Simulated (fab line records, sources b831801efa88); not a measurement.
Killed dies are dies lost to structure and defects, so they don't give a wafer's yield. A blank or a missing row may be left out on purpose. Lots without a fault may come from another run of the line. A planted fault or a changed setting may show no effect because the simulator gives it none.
A struck lot beside a sound one | flow sky130 | 26 steps out of a route of 708
Sound: wafers L882.1, L882.2, L882.3. Struck: wafers L891.3, L891.5, L891.6. The cause comes at the end.
At each step with rows: each side's tool, then ch and its chambers, then its first start. Under that, the readings that differ: sound wafers | struck wafers | difference of the means | sigmas: that difference in standard deviations of wafers without a fault.
alike: readings whose means differ by less than 2 such deviations, and words and numbers that are the same on both sides. not compared: withheld readings, readings that some wafer has no value for, bounds like >300 that may hide the same value, and numbers for which the record gives no deviation and whose values overlap.
The two part at a step that has a row with sigmas, a row that says differs or no value, or rows on one side only. Numbers that don't overlap but have no deviation are shown without sigmas and don't part them. A reading that every wafer of one side lacks parts them only if that side has two wafers or more.

SKY_PWDE_TW_MEAS_10:
  sound on film_metro-02, day 4 19:04; struck on film_metro-01, day 6 23:01
  alike: PWDE_TW
then, 7 steps without rows for these wafers: SKY_NWELL_DEHYDRATE_03 (time 60 s); SKY_NWELL_HMDS_04 (prime time 60 s); SKY_NWELL_COAT_05 (resist thk 3000 nm); SKY_NWELL_SOFTBAKE_06; SKY_NWELL_EXPOSE_07 (exposes mask NWM, target cd 840 nm); SKY_NWELL_PEB_08; SKY_NWELL_DEVELOP_09 (develop time 60 s).
SKY_NWELL_OVL_MEAS_10:
  sound on overlay-02, day 5 13:07; struck on overlay-02, day 7 18:43
  alike: NWELL_00_OVL
then, 3 steps without rows for these wafers: SKY_NWELL_IMPLANT_11; SKY_NWELL_IMPLANT_12; SKY_NWELL_IMPLANT_13.
SKY_NWELL_STRIP_14: strips in O2/N2.
  sound on plasma_asher-03 ch 0,1, day 5 13:36; struck on plasma_asher-01 ch 0,1, day 7 19:14
  no value came back on the struck wafers for chamber_pressure_mTorr (mTorr), drypump_motor_current_A (A), oes_product_au (a.u.), strip_time_to_endpoint_s (s); on the sound wafers chamber_pressure_mTorr (mTorr) reads 1501.1 1500.6 1501.0
  reading                                 | sound | struck         | difference | sigmas
  model.coat_of_NWELL_COAT_05.thk_nm (nm) | 0 0 0 | 3002 3000 3000 | +3001      |
  not compared: rf_hours_counter_h
SKY_NWELL_TW_MEAS_15:
  sound on film_metro-02, day 5 13:42; struck on film_metro-01, day 7 19:19
  alike: NWELL_TW
then, 7 steps without rows for these wafers: SKY_NWELL_DEHYDRATE_16 (time 60 s); SKY_NWELL_HMDS_17 (prime time 60 s); SKY_NWELL_COAT_18 (resist thk 3000 nm); SKY_NWELL_SOFTBAKE_19; SKY_NWELL_EXPOSE_20 (exposes mask NWM COMPLEMENT, target cd 840 nm); SKY_NWELL_PEB_21; SKY_NWELL_DEVELOP_22 (develop time 60 s).
SKY_NWELL_OVL_MEAS_23:
  sound on overlay-01, day 6 08:56; struck on overlay-02, day 8 15:50
  alike: NWELL_01_OVL
then, 1 step without rows for these wafers: SKY_NWELL_IMPLANT_24.
SKY_NWELL_STRIP_25: strips in O2/N2.
  sound on plasma_asher-03 ch 0,1, day 6 09:07; struck on plasma_asher-03 ch 0,1, day 8 16:03
  reading                      | sound             | struck            | difference | sigmas
  oes_product_au (a.u.)        | 0.719 0.719 0.724 | 0.743 0.749 0.739 | +0.023     | +5
  strip_time_to_endpoint_s (s) | 36.93 36.91 36.94 | 81.19 81.16 81.07 | +44.21     | +99 or more
  alike: chamber_pressure_mTorr, drypump_motor_current_A
  not compared: rf_hours_counter_h
SKY_NWELL_TW_MEAS_26:
  sound on film_metro-02, day 6 09:13; struck on film_metro-02, day 8 16:08
  reading    | sound       | struck   | difference | sigmas
  NWELL_2_TW | 494 495 492 | 30 30 30 | -464       | -99 or more
then, 1 step without rows for these wafers: SKY_NWELL_CLEAN_27 (cleans in SC1/SC2, time 150 s).

WHERE THEY PART
First at SKY_NWELL_STRIP_14; last, within this record, at SKY_NWELL_TW_MEAS_26.

WHY: what the simulator had put in
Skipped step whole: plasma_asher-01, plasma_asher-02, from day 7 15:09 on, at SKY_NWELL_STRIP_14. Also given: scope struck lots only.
